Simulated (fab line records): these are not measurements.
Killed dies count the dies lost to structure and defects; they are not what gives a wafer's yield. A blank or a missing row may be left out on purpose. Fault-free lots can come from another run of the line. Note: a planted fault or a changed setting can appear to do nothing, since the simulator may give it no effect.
fab line records | flow sky130 | part 1 of 2: steps 1 to 28 of 41
record: lots: 5 | wafers: 15 | last_day: 49
route steps=708 shown VIA1@474 METAL2@483 VIA2@507
lots with no fault: from the same line, run without faults
start_h: the number of hours between the record's first day and the start of the first shown wafer of the lot | wait_h: hours elapsed since this lot's preceding step | " the same as in the row above | L1.1+2: several wafers, shown together as one row | - either no value or no given start | * or withheld: withheld | < > ~ a bound
route shown NAME@n: names a module that has steps shown in the file, with the first one's number in the route | usual: mean/standard deviation of fault-free wafers | same: alike in all rows | chamber/n: place in a boat | sites: per-site readings | _std_site: standard deviation of those values | _edge_site: outer sites' mean less inner sites' | radius_mm: how far each site lies from the wafer's centre | mask NAME#n: copy n | behind: tool/chamber where the wafer was last shaped | hold: reason for holding the lot/hours on hold/outcome of the hold | device: transistor that didn't switch, given as n, p or np | end of line: at the end of the route, the tests of the same wafers | a step without rows: its recipe alone | killed: at the first sort, the dies lost to defects and structure; wafer yield is something else | map: the dies of a wafer, with x for killed, . for not killed, _ for no die there
set.NAME: the run value of the setting; set.NAME@STEP: its run value at that earlier step | model.NAME: the simulator's own value behind a step, which no gauge read
lots at some steps of the route; a table a step, a row a wafer
services: from which hour (start_h, from the record's first day; less than 0 if before it) a tool's chamber was out of use, for how many hours, and why
== steps ==
step: SKY_VIA1_STRIP_16
recipe: chemistry: O2/N2 | power_w: 1400 | pressure_mtorr: 1500 | platen_temp_c: withheld | o2_flow_sccm: 3000 | n2_flow_sccm: 300 | overash_fraction: 0.5
usual: drypump_motor_current_A: 5.9/0.38 | oes_product_au: 0.415/0.005 | strip_time_to_endpoint_s: 4.463/0.02
lot.wafer | tool            | chamber | start_h | wait_h | drypump_motor_current_A | oes_product_au | rf_hours_counter_h | strip_time_to_endpoint_s
L080.1    | plasma_asher-01 | 0       | 846.66  | 0.0    | 6.2                     | 0.415          | 76                 | 4.468
L080.2    | "               | 1       | "       | "      | 5.1                     | 0.422          | 76                 | 4.467
L080.6    | "               | 1       | "       | "      | 5.1                     | 0.414          | -                  | 4.474
L081.1    | plasma_asher-03 | 1       | 851.56  | 0.0    | 6.1                     | 0.421          | 10                 | 4.479
L081.2    | "               | 0       | "       | "      | 5.4                     | 0.415          | 10                 | 4.470
L081.4    | "               | 1       | "       | "      | 6.1                     | 0.414          | -                  | 4.485
L082.2    | plasma_asher-04 | 1       | 872.53  | 0.0    | 6.1                     | 0.412          | 35                 | 4.448
L082.3    | "               | 1       | "       | "      | 6.1                     | 0.413          | -                  | 4.493
L082.6    | "               | 0       | "       | "      | 6.0                     | 0.416          | -                  | 4.479
L083.2    | plasma_asher-03 | 0       | 896.28  | 0.0    | 5.4                     | 0.422          | 15                 | 4.462
L083.3    | "               | 1       | "       | "      | 6.2                     | 0.404          | -                  | 4.438
L083.6    | "               | 1       | "       | "      | 6.1                     | 0.415          | -                  | 4.492
L094.1    | plasma_asher-04 | 1       | 939.18  | 0.0    | 6.2                     | 0.411          | 42                 | 4.470
L094.3    | "               | 1       | "       | "      | 6.2                     | 0.412          | -                  | 4.461
L094.5    | "               | 1       | "       | "      | 6.2                     | 0.421          | -                  | 4.461
step: SKY_VIA1_STRIP_17
recipe: chemistry: post_etch_residue_remover | time_s: 1200 | temp_c: 72.5
lot.wafer  | tool         | chamber | start_h | wait_h
L080.1+2+6 | wet_bench-01 | 2       | 846.76  | 0.1
L081.1+2+4 | wet_bench-01 | 2       | 851.66  | 0.1
L082.2+3+6 | wet_bench-04 | 3       | 872.63  | 0.1
L083.2+3+6 | wet_bench-01 | 1       | 896.38  | 0.1
L094.1+3+5 | wet_bench-04 | 0       | 939.28  | 0.1
step: SKY_VIA1_CLEAN_18
recipe: chemistry: IPA | time_s: 180 | temp_c: 25
lot.wafer  | tool         | chamber | start_h | wait_h
L080.1+2+6 | wet_bench-04 | 2       | 847.17  | 0.0
L081.1+2+4 | wet_bench-03 | 1       | 852.04  | 0.0
L082.2+3+6 | wet_bench-03 | 3       | 872.97  | 0.0
L083.2+3+6 | wet_bench-04 | 3       | 896.72  | 0.0
L094.1+3+5 | wet_bench-01 | 1       | 939.65  | 0.0
step: SKY_VIA1_CLEAN_19
recipe: chemistry: O3/DIW | dry: n2_spin
lot.wafer  | tool         | chamber | start_h | wait_h
L080.1+2+6 | wet_bench-03 | 1       | 847.23  | 0.0
L081.1+2+4 | wet_bench-01 | 2       | 852.10  | 0.0
L082.2+3+6 | wet_bench-01 | 3       | 873.03  | 0.0
L083.2+3+6 | wet_bench-01 | 2       | 896.79  | 0.0
L094.1+3+5 | wet_bench-04 | 1       | 939.71  | 0.0
step: SKY_VIA1_SPUTTER_20
recipe: material: TiN | target_thk_nm: 20 | chamber_pressure_pa: 5 | power_w: 4000 | time_s: 80
usual: throttle_valve_pct: 29.8/0.87
lot.wafer | tool           | chamber | start_h | wait_h | throttle_valve_pct
L080.1    | pvd_sputter-04 | -       | 847.33  | 0.0    | 30.2
L080.2    | "              | -       | "       | "      | 28.6
L080.6    | "              | -       | "       | "      | 30.3
L081.1    | pvd_sputter-02 | -       | 852.20  | 0.0    | 28.9
L081.2    | "              | -       | "       | "      | 30.3
L081.4    | "              | -       | "       | "      | 30.3
L082.2    | pvd_sputter-04 | -       | 873.12  | 0.0    | 28.7
L082.3    | "              | -       | "       | "      | 30.4
L082.6    | "              | -       | "       | "      | 30.0
L083.2    | pvd_sputter-04 | -       | 896.88  | 0.0    | 30.5
L083.3    | "              | -       | "       | "      | 28.8
L083.6    | "              | -       | "       | "      | 30.5
L094.1    | pvd_sputter-04 | -       | 939.81  | 0.0    | 30.0
L094.3    | "              | -       | "       | "      | 30.3
L094.5    | "              | -       | "       | "      | 30.0
step: SKY_VIA1_CVD_21
recipe: material: W | target_thk_nm: 270 | time_s: 80.902 | temp_c: 400 | pressure_torr: 40
usual: chamber_pressure_Torr: 40.01/0.088 | heater_power_w: 953/57
lot.wafer | tool     | chamber | start_h | wait_h | chamber_pressure_Torr | heater_power_w
L080.1    | cvd_w-02 | 0       | 847.40  | 0.0    | 40.05                 | 1008
L080.2    | "        | 0       | "       | "      | 40.02                 | 1025
L080.6    | "        | 0       | "       | "      | 40.03                 | 997
L081.1    | cvd_w-01 | 1       | 852.26  | 0.0    | 39.94                 | 938
L081.2    | "        | 0       | "       | "      | 39.95                 | 865
L081.4    | "        | 1       | "       | "      | 39.80                 | 942
L082.2    | cvd_w-01 | 0       | 873.18  | 0.0    | 40.08                 | 855
L082.3    | "        | 1       | "       | "      | 40.07                 | 924
L082.6    | "        | 0       | "       | "      | 40.13                 | 849
L083.2    | cvd_w-02 | 1       | 896.94  | 0.0    | 40.14                 | 1012
L083.3    | "        | 0       | "       | "      | 40.10                 | 972
L083.6    | "        | 1       | "       | "      | 39.96                 | 1026
L094.1    | cvd_w-02 | 0       | 939.87  | 0.0    | 40.03                 | 1005
L094.3    | "        | 1       | "       | "      | 40.13                 | 947
L094.5    | "        | 0       | "       | "      | 40.04                 | 980
step: SKY_VIA1_RS_MEAS_22
recipe: thk_meas_gauge: four-point-probe | reads: W_of_VIA1_CVD_21+TiN_of_VIA1_SPUTTER_20
usual: VIA1_W_RS: 0.425/0.0049
lot.wafer | tool          | chamber | start_h | wait_h | VIA1_W_RS[ohm/sq]
L080.1    | film_metro-02 | -       | 847.58  | 0.2    | 0.433
L080.2    | "             | -       | "       | "      | 0.431
L080.6    | "             | -       | "       | "      | 0.435
L081.1    | film_metro-01 | -       | 852.35  | 0.1    | 0.419
L081.2    | "             | -       | "       | "      | 0.422
L081.4    | "             | -       | "       | "      | 0.416
L082.2    | film_metro-02 | -       | 873.30  | 0.1    | 0.421
L082.3    | "             | -       | "       | "      | 0.424
L082.6    | "             | -       | "       | "      | 0.425
L083.2    | film_metro-02 | -       | 897.05  | 0.1    | 0.433
L083.3    | "             | -       | "       | "      | 0.428
L083.6    | "             | -       | "       | "      | 0.431
L094.1    | film_metro-01 | -       | 939.97  | 0.1    | 0.424
L094.3    | "             | -       | "       | "      | 0.424
L094.5    | "             | -       | "       | "      | 0.425
step: SKY_VIA1_THK_MEAS_23
recipe: thk_meas_gauge: xrf | reads: W_of_VIA1_CVD_21
usual: VIA1_W_THK: 269/4.2
lot.wafer | tool          | chamber | start_h | wait_h | VIA1_W_THK[nm]
L080.1    | film_metro-02 | -       | 847.70  | 0.1    | 261
L080.2    | "             | -       | "       | "      | 264
L080.6    | "             | -       | "       | "      | 259
L081.1    | film_metro-01 | -       | 852.47  | 0.1    | 277
L081.2    | "             | -       | "       | "      | 273
L081.4    | "             | -       | "       | "      | 277
L082.2    | film_metro-02 | -       | 873.41  | 0.1    | 268
L082.3    | "             | -       | "       | "      | 265
L082.6    | "             | -       | "       | "      | 264
L083.2    | film_metro-02 | -       | 897.16  | 0.1    | 261
L083.3    | "             | -       | "       | "      | 264
L083.6    | "             | -       | "       | "      | 263
L094.1    | film_metro-01 | -       | 940.09  | 0.1    | 273
L094.3    | "             | -       | "       | "      | 274
L094.5    | "             | -       | "       | "      | 271
step: SKY_VIA1_CMP_24
recipe: stop_on: SiO2 | t_overpolish_s: 15 | down_force_psi: 3.5 | platen_rpm: 60 | target_thk_nm: 0 | pad_velocity_m_s: 0.94248
usual: head_pressure_psi: 3.501/0.0072 | motor_current_A: 11.0/0.99 | overpolish_run_s: 14.999/0.0095 | time_to_endpoint_s: 67/3.1
same: t_overpolish_s: 15
lot.wafer | tool   | chamber | start_h | wait_h | head_pressure_psi | motor_current_A | overpolish_run_s | time_to_endpoint_s
L080.1    | cmp-02 | 2       | 847.81  | 0.1    | 3.505             | 10.1            | 15.001           | 68
L080.2    | "      | 0       | "       | "      | 3.512             | 12.3            | 15.001           | 65
L080.6    | "      | 2       | "       | "      | 3.504             | 10.0            | 15.007           | 67
L081.1    | cmp-01 | 0       | 852.58  | 0.1    | 3.502             | 10.6            | 14.997           | 72
L081.4    | "      | 1       | "       | "      | 3.499             | 11.7            | 14.998           | 70
L081.2    | "      | 2       | "       | "      | 3.500             | 10.9            | 14.992           | 65
L082.2    | cmp-02 | 2       | 873.46  | 0.0    | 3.496             | 9.8             | 15.001           | 71
L082.3    | "      | 1       | "       | "      | 3.503             | 9.9             | 15.002           | 69
L082.6    | "      | 3       | "       | "      | 3.490             | 12.3            | 15.007           | 70
L083.2    | cmp-02 | 0       | 897.21  | 0.0    | 3.499             | 13.4            | 14.989           | 66
L083.3    | "      | 3       | "       | "      | 3.489             | 12.2            | 14.988           | 70
L083.6    | "      | 0       | "       | "      | 3.508             | 12.0            | 14.990           | 63
L094.1    | cmp-01 | 2       | 940.20  | 0.1    | 3.496             | 11.7            | 15.007           | 65
L094.3    | "      | 3       | "       | "      | 3.503             | 10.2            | 14.996           | 69
L094.5    | "      | 2       | "       | "      | 3.496             | 11.1            | 14.999           | 67
step: SKY_METAL2_SPUTTER_00
recipe: material: Ti | target_thk_nm: 15 | power_w: 3000 | time_s: 10 | chamber_pressure_pa: 0.4
usual: throttle_valve_pct: 30.2/0.86
lot.wafer | tool           | chamber | start_h | wait_h | throttle_valve_pct
L080.1    | pvd_sputter-01 | -       | 848.06  | 0.2    | 30.0
L080.2    | "              | -       | "       | "      | 30.1
L080.6    | "              | -       | "       | "      | 30.1
L081.1    | pvd_sputter-04 | -       | 852.83  | 0.2    | 30.2
L081.2    | "              | -       | "       | "      | 30.6
L081.4    | "              | -       | "       | "      | 28.9
L082.2    | pvd_sputter-01 | -       | 873.76  | 0.2    | 30.3
L082.3    | "              | -       | "       | "      | 32.0
L082.6    | "              | -       | "       | "      | 28.4
L083.2    | pvd_sputter-01 | -       | 897.51  | 0.2    | 29.9
L083.3    | "              | -       | "       | "      | 29.9
L083.6    | "              | -       | "       | "      | 30.0
L094.1    | pvd_sputter-03 | -       | 940.45  | 0.2    | 30.7
L094.3    | "              | -       | "       | "      | 29.3
L094.5    | "              | -       | "       | "      | 31.5
step: SKY_METAL2_SPUTTER_01
recipe: material: TiN | target_thk_nm: 20 | power_w: 6500 | time_s: 16.7 | chamber_pressure_pa: 0.4
usual: throttle_valve_pct: 30.2/0.87
lot.wafer | tool           | chamber | start_h | wait_h | throttle_valve_pct
L080.1    | pvd_sputter-01 | -       | 848.08  | 0.0    | 30.0
L080.2    | "              | -       | "       | "      | 29.9
L080.6    | "              | -       | "       | "      | 30.1
L081.1    | pvd_sputter-04 | -       | 852.86  | 0.0    | 30.3
L081.2    | "              | -       | "       | "      | 30.0
L081.4    | "              | -       | "       | "      | 28.5
L082.2    | pvd_sputter-01 | -       | 873.78  | 0.0    | 30.2
L082.3    | "              | -       | "       | "      | 32.0
L082.6    | "              | -       | "       | "      | 28.3
L083.2    | pvd_sputter-01 | -       | 897.53  | 0.0    | 30.1
L083.3    | "              | -       | "       | "      | 30.0
L083.6    | "              | -       | "       | "      | 30.4
L094.1    | pvd_sputter-03 | -       | 940.47  | 0.0    | 30.7
L094.3    | "              | -       | "       | "      | 29.1
L094.5    | "              | -       | "       | "      | 31.3
step: SKY_METAL2_SPUTTER_02
recipe: material: AlCu | target_thk_nm: 250 | power_w: 10600 | time_s: 13.3 | chamber_pressure_pa: 0.4
usual: throttle_valve_pct: 30.2/0.87
lot.wafer | tool           | chamber | start_h | wait_h | throttle_valve_pct
L080.1    | pvd_sputter-01 | -       | 848.11  | 0.0    | 30.4
L080.2    | "              | -       | "       | "      | 29.7
L080.6    | "              | -       | "       | "      | 30.1
L081.1    | pvd_sputter-04 | -       | 852.88  | 0.0    | 30.2
L081.2    | "              | -       | "       | "      | 30.2
L081.4    | "              | -       | "       | "      | 29.0
L082.2    | pvd_sputter-01 | -       | 873.80  | 0.0    | 30.0
L082.3    | "              | -       | "       | "      | 32.3
L082.6    | "              | -       | "       | "      | 27.9
L083.2    | pvd_sputter-01 | -       | 897.56  | 0.0    | 29.8
L083.3    | "              | -       | "       | "      | 30.1
L083.6    | "              | -       | "       | "      | 30.3
L094.1    | pvd_sputter-03 | -       | 940.49  | 0.0    | 30.7
L094.3    | "              | -       | "       | "      | 29.3
L094.5    | "              | -       | "       | "      | 31.3
step: SKY_METAL2_SPUTTER_03
recipe: material: Ti | target_thk_nm: 5 | power_w: 3000 | time_s: 3.3 | chamber_pressure_pa: 0.4
usual: throttle_valve_pct: 30.2/0.87
lot.wafer | tool           | chamber | start_h | wait_h | throttle_valve_pct
L080.1    | pvd_sputter-01 | -       | 848.13  | 0.0    | 30.1
L080.2    | "              | -       | "       | "      | 29.8
L080.6    | "              | -       | "       | "      | 30.3
L081.1    | pvd_sputter-04 | -       | 852.91  | 0.0    | 30.2
L081.2    | "              | -       | "       | "      | 30.2
L081.4    | "              | -       | "       | "      | 28.7
L082.2    | pvd_sputter-01 | -       | 873.83  | 0.0    | 30.0
L082.3    | "              | -       | "       | "      | 32.4
L082.6    | "              | -       | "       | "      | 28.3
L083.2    | pvd_sputter-01 | -       | 897.58  | 0.0    | 29.8
L083.3    | "              | -       | "       | "      | 30.0
L083.6    | "              | -       | "       | "      | 30.1
L094.1    | pvd_sputter-03 | -       | 940.52  | 0.0    | 30.3
L094.3    | "              | -       | "       | "      | 29.2
L094.5    | "              | -       | "       | "      | 31.3
step: SKY_METAL2_SPUTTER_04
recipe: material: TiN | target_thk_nm: 70 | power_w: 6500 | time_s: 58.3 | chamber_pressure_pa: 0.4
usual: throttle_valve_pct: 30.2/0.87
lot.wafer | tool           | chamber | start_h | wait_h | throttle_valve_pct
L080.1    | pvd_sputter-01 | -       | 848.15  | 0.0    | 30.1
L080.2    | "              | -       | "       | "      | 29.5
L080.6    | "              | -       | "       | "      | 30.1
L081.1    | pvd_sputter-04 | -       | 852.92  | 0.0    | 30.3
L081.2    | "              | -       | "       | "      | 30.0
L081.4    | "              | -       | "       | "      | 28.7
L082.2    | pvd_sputter-01 | -       | 873.85  | 0.0    | 30.2
L082.3    | "              | -       | "       | "      | 32.3
L082.6    | "              | -       | "       | "      | 28.2
L083.2    | pvd_sputter-01 | -       | 897.60  | 0.0    | 30.2
L083.3    | "              | -       | "       | "      | 30.4
L083.6    | "              | -       | "       | "      | 30.0
L094.1    | pvd_sputter-03 | -       | 940.54  | 0.0    | 30.5
L094.3    | "              | -       | "       | "      | 29.3
L094.5    | "              | -       | "       | "      | 31.4
step: SKY_METAL2_RS_MEAS_05
recipe: thk_meas_gauge: four-point-probe | reads: TiN_of_METAL2_SPUTTER_04+Ti_of_METAL2_SPUTTER_03+AlCu_of_METAL2_SPUTTER_02+TiN_of_METAL2_SPUTTER_01+Ti_of_METAL2_SPUTTER_00
usual: METAL2_ALCU_RS: 0.1271/0.0014
lot.wafer | tool          | chamber | start_h | wait_h | METAL2_ALCU_RS[ohm/sq]
L080.1    | film_metro-01 | -       | 848.20  | 0.0    | 0.1267
L080.2    | "             | -       | "       | "      | 0.1274
L080.6    | "             | -       | "       | "      | 0.1273
L081.1    | film_metro-01 | -       | 852.97  | 0.0    | 0.1264
L081.2    | "             | -       | "       | "      | 0.1291
L081.4    | "             | -       | "       | "      | 0.1289
L082.2    | film_metro-04 | -       | 873.92  | 0.0    | 0.1256
L082.3    | "             | -       | "       | "      | 0.1251
L082.6    | "             | -       | "       | "      | 0.1262
L083.2    | film_metro-01 | -       | 897.67  | 0.0    | 0.1262
L083.3    | "             | -       | "       | "      | 0.1251
L083.6    | "             | -       | "       | "      | 0.1256
L094.1    | film_metro-03 | -       | 940.59  | 0.0    | 0.1269
L094.3    | "             | -       | "       | "      | 0.1271
L094.5    | "             | -       | "       | "      | 0.1271
step: SKY_METAL2_THK_MEAS_06
recipe: thk_meas_gauge: xrf | reads: AlCu_of_METAL2_SPUTTER_02
usual: METAL2_ALCU_THK: 250.9/3
lot.wafer | tool          | chamber | start_h | wait_h | METAL2_ALCU_THK[nm]
L080.1    | film_metro-01 | -       | 848.32  | 0.1    | 254.6
L080.2    | "             | -       | "       | "      | 253.8
L080.6    | "             | -       | "       | "      | 253.1
L081.1    | film_metro-01 | -       | 853.09  | 0.1    | 254.6
L081.2    | "             | -       | "       | "      | 249.1
L081.4    | "             | -       | "       | "      | 249.1
L082.2    | film_metro-04 | -       | 874.03  | 0.1    | 252.0
L082.3    | "             | -       | "       | "      | 252.3
L082.6    | "             | -       | "       | "      | 251.3
L083.2    | film_metro-01 | -       | 897.78  | 0.1    | 252.6
L083.3    | "             | -       | "       | "      | 253.8
L083.6    | "             | -       | "       | "      | 254.7
L094.1    | film_metro-03 | -       | 940.71  | 0.1    | 251.9
L094.3    | "             | -       | "       | "      | 252.3
L094.5    | "             | -       | "       | "      | 251.1
step: SKY_METAL2_DEHYDRATE_07
recipe: temp_c: 200 | time_s: 60
lot.wafer  | tool           | chamber | start_h | wait_h
L080.1+2+6 | litho_track-04 | 0       | 860.71  | 12.4
L081.1+2+4 | litho_track-03 | 0       | 866.17  | 13.1
L082.2+3+6 | litho_track-03 | 0       | 885.49  | 11.5
L083.2+3+6 | litho_track-03 | 0       | 908.74  | 11.0
L094.1+3+5 | litho_track-03 | 0       | 952.87  | 12.2
step: SKY_METAL2_HMDS_08
recipe: prime_time_s: 60 | prime_temp_c: 120
lot.wafer  | tool           | chamber | start_h | wait_h
L080.1+2+6 | litho_track-04 | 0       | 860.86  | 0.1
L081.1+2+4 | litho_track-03 | 0       | 866.32  | 0.1
L082.2+3+6 | litho_track-03 | 0       | 885.64  | 0.1
L083.2+3+6 | litho_track-03 | 0       | 908.89  | 0.1
L094.1+3+5 | litho_track-03 | 0       | 953.02  | 0.1
step: SKY_METAL2_COAT_09
recipe: resist: BARC | temp_c: withheld | time_s: withheld | spin_rpm: 3000 | resist_thk_nm: 60
lot.wafer  | tool           | chamber | start_h | wait_h
L080.1+2+6 | litho_track-04 | 0       | 861.01  | 0.1
L081.1+2+4 | litho_track-03 | 0       | 866.47  | 0.1
L082.2+3+6 | litho_track-03 | 0       | 885.79  | 0.1
L083.2+3+6 | litho_track-03 | 0       | 909.04  | 0.1
L094.1+3+5 | litho_track-03 | 0       | 953.17  | 0.1
step: SKY_METAL2_COAT_10
recipe: resist: KrF-thick | spin_rpm: 3000 | resist_thk_nm: 450
lot.wafer  | tool           | chamber | start_h | wait_h
L080.1+2+6 | litho_track-04 | 0       | -       | -
L081.1+2+4 | litho_track-03 | 0       | -       | -
L082.2+3+6 | litho_track-03 | 0       | -       | -
L083.2+3+6 | litho_track-03 | 0       | -       | -
L094.1+3+5 | litho_track-03 | 0       | -       | -
step: SKY_METAL2_SOFTBAKE_11
recipe: temp_c: 100 | time_s: 90 | resist: KrF-thick
lot.wafer  | tool           | chamber | start_h | wait_h
L080.1+2+6 | litho_track-04 | 0       | -       | -
L081.1+2+4 | litho_track-03 | 0       | -       | -
L082.2+3+6 | litho_track-03 | 0       | -       | -
L083.2+3+6 | litho_track-03 | 0       | -       | -
L094.1+3+5 | litho_track-03 | 0       | -       | -
step: SKY_METAL2_EXPOSE_12
recipe: mask_id: MM2 | na: 0.8 | source_shape: annular | sigma_inner: 0.55 | sigma_outer: 0.85 | target_cd_nm: 140 | dose_mj: 28
lot.wafer  | tool           | chamber | start_h | wait_h | mask
L080.1+2+6 | krf_scanner-02 | 0       | -       | -      | MM2#0
L081.1+2+4 | krf_scanner-01 | 0       | -       | -      | MM2#0
L082.2+3+6 | krf_scanner-02 | 0       | -       | -      | MM2#0
L083.2+3+6 | krf_scanner-01 | 0       | -       | -      | MM2#0
L094.1+3+5 | krf_scanner-02 | 0       | -       | -      | MM2#0
step: SKY_METAL2_PEB_13
recipe: peb_temp_c: withheld | peb_time_s: withheld | resist: KrF-thick
lot.wafer  | tool           | chamber | start_h | wait_h
L080.1+2+6 | litho_track-03 | 0       | -       | -
L081.1+2+4 | litho_track-03 | 0       | -       | -
L082.2+3+6 | litho_track-04 | 0       | -       | -
L083.2+3+6 | litho_track-03 | 0       | -       | -
L094.1+3+5 | litho_track-03 | 0       | -       | -
step: SKY_METAL2_DEVELOP_14
recipe: develop_time_s: 60 | resist: KrF-thick | dev_temp_c: 21
lot.wafer  | tool           | chamber | start_h | wait_h
L080.1+2+6 | litho_track-03 | 0       | -       | -
L081.1+2+4 | litho_track-03 | 0       | -       | -
L082.2+3+6 | litho_track-04 | 0       | -       | -
L083.2+3+6 | litho_track-03 | 0       | -       | -
L094.1+3+5 | litho_track-03 | 0       | -       | -
step: SKY_METAL2_CD_MEAS_15
recipe: target_cd_nm: 140
usual: cd_nm: 139.3/1.3
lot.wafer | tool      | chamber | start_h | wait_h | cd_nm
L080.1    | cd_sem-01 | -       | 874.72  | -      | 140.8
L080.2    | "         | -       | "       | "      | 138.6
L080.6    | "         | -       | "       | "      | 138.3
L081.1    | cd_sem-02 | -       | 879.22  | -      | 138.3
L081.2    | "         | -       | "       | "      | 137.5
L081.4    | "         | -       | "       | "      | 139.0
L082.2    | cd_sem-02 | -       | 899.23  | -      | 140.1
L082.3    | "         | -       | "       | "      | 139.6
L082.6    | "         | -       | "       | "      | 140.0
L083.2    | cd_sem-02 | -       | 923.34  | -      | 139.1
L083.3    | "         | -       | "       | "      | 138.7
L083.6    | "         | -       | "       | "      | 137.8
L094.1    | cd_sem-02 | -       | 964.37  | -      | 142.1
L094.3    | "         | -       | "       | "      | 141.5
L094.5    | "         | -       | "       | "      | 140.8
step: SKY_METAL2_OVL_MEAS_16
usual: METAL2_OVL: 0/4.2
lot.wafer | tool       | chamber | start_h | wait_h | METAL2_OVL[nm]
L080.1    | overlay-01 | -       | 874.84  | 0.1    | -10
L080.2    | "          | -       | "       | "      | -8
L080.6    | "          | -       | "       | "      | -7
L081.1    | overlay-01 | -       | 879.34  | 0.1    | 0
L081.2    | "          | -       | "       | "      | 6
L081.4    | "          | -       | "       | "      | -1
L082.2    | overlay-01 | -       | 899.33  | 0.1    | -1
L082.3    | "          | -       | "       | "      | -1
L082.6    | "          | -       | "       | "      | 0
L083.2    | overlay-02 | -       | 923.45  | 0.1    | 3
L083.3    | "          | -       | "       | "      | 8
L083.6    | "          | -       | "       | "      | 7
L094.1    | overlay-01 | -       | 964.49  | 0.1    | 3
L094.3    | "          | -       | "       | "      | 0
L094.5    | "          | -       | "       | "      | 2
step: SKY_METAL2_DESCUM_17
recipe: chemistry: O2 | source_power_w: 150 | bias_power_w: 0 | pressure_mtorr: 10 | temp_c: 40 | time_s: 8
usual: drypump_motor_current_A: 5.7/0.45 | oes_product_au: 1.004/0.0093
lot.wafer | tool         | chamber | start_h | wait_h | drypump_motor_current_A | oes_product_au | rf_hours_counter_h
L080.1    | rie_metal-03 | 0       | 874.87  | 0.0    | 6.5                     | 1.006          | 10
L080.2    | "            | 1       | "       | "      | 5.4                     | 0.997          | 13
L080.6    | "            | 0       | "       | "      | 6.5                     | 1.016          | -
L081.1    | rie_metal-02 | 0       | 879.37  | 0.0    | 6.0                     | 0.987          | 10
L081.2    | "            | 1       | "       | "      | 5.7                     | 1.006          | 1
L081.4    | "            | 1       | "       | "      | 5.7                     | 1.000          | -
L082.2    | rie_metal-02 | 1       | 899.36  | 0.0    | 5.7                     | 1.011          | 2
L082.3    | "            | 0       | "       | "      | 6.0                     | 1.016          | -
L082.6    | "            | 1       | "       | "      | 5.7                     | 1.019          | -
L083.2    | rie_metal-03 | 1       | 923.49  | 0.0    | 5.3                     | 1.010          | -
L083.3    | "            | 1       | "       | "      | 5.3                     | 0.997          | -
L083.6    | "            | 1       | "       | "      | 5.3                     | 0.998          | -
L094.1    | rie_metal-02 | 1       | 964.53  | 0.0    | 5.7                     | 1.010          | 4
L094.3    | "            | 1       | "       | "      | 5.7                     | 1.014          | -
L094.5    | "            | 0       | "       | "      | 6.1                     | 0.994          | -
step: SKY_METAL2_ETCH_18
recipe: chemistry: N2/H2 | target: BARC | ion_energy_ev: 200 | bias_w: 100 | pressure_mtorr: 30 | n2_flow_sccm: 100 | h2_flow_sccm: 200 | icp_w: 500 | stop_on: SiO2 | time_s: 45.9 | target_depth_a: 600
usual: drypump_motor_current_A: 5.7/0.45 | oes_product_au: 0.855/0.0048 | throttle_valve_pct: 13.226/0.0086
lot.wafer | tool         | chamber | start_h | wait_h | drypump_motor_current_A | oes_product_au | rf_hours_counter_h | throttle_valve_pct
L080.1    | rie_metal-03 | 0       | 874.91  | 0.0    | 6.6                     | 0.853          | 10                 | 13.246
L080.2    | "            | 1       | "       | "      | 5.3                     | 0.855          | 13                 | 13.232
L080.6    | "            | 0       | "       | "      | 6.5                     | 0.846          | -                  | 13.224
L081.1    | rie_metal-02 | 0       | 879.41  | 0.0    | 6.0                     | 0.854          | 10                 | 13.230
L081.2    | "            | 1       | "       | "      | 5.7                     | 0.853          | 1                  | 13.230
L081.4    | "            | 1       | "       | "      | 5.7                     | 0.860          | -                  | 13.225
L082.2    | rie_metal-02 | 1       | 899.39  | 0.0    | 5.7                     | 0.847          | 2                  | 13.232
L082.3    | "            | 0       | "       | "      | 6.1                     | 0.857          | -                  | 13.244
L082.6    | "            | 1       | "       | "      | 5.7                     | 0.848          | -                  | 13.224
L083.2    | rie_metal-03 | 1       | 923.56  | 0.1    | 5.3                     | 0.854          | -                  | 13.233
L083.3    | "            | 1       | "       | "      | 5.4                     | 0.860          | -                  | 13.235
L083.6    | "            | 1       | "       | "      | 5.4                     | 0.859          | -                  | 13.226
L094.1    | rie_metal-02 | 1       | 964.56  | 0.0    | 5.7                     | 0.855          | 4                  | 13.225
L094.3    | "            | 1       | "       | "      | 5.7                     | 0.856          | -                  | 13.229
L094.5    | "            | 0       | "       | "      | 6.0                     | 0.857          | -                  | 13.239
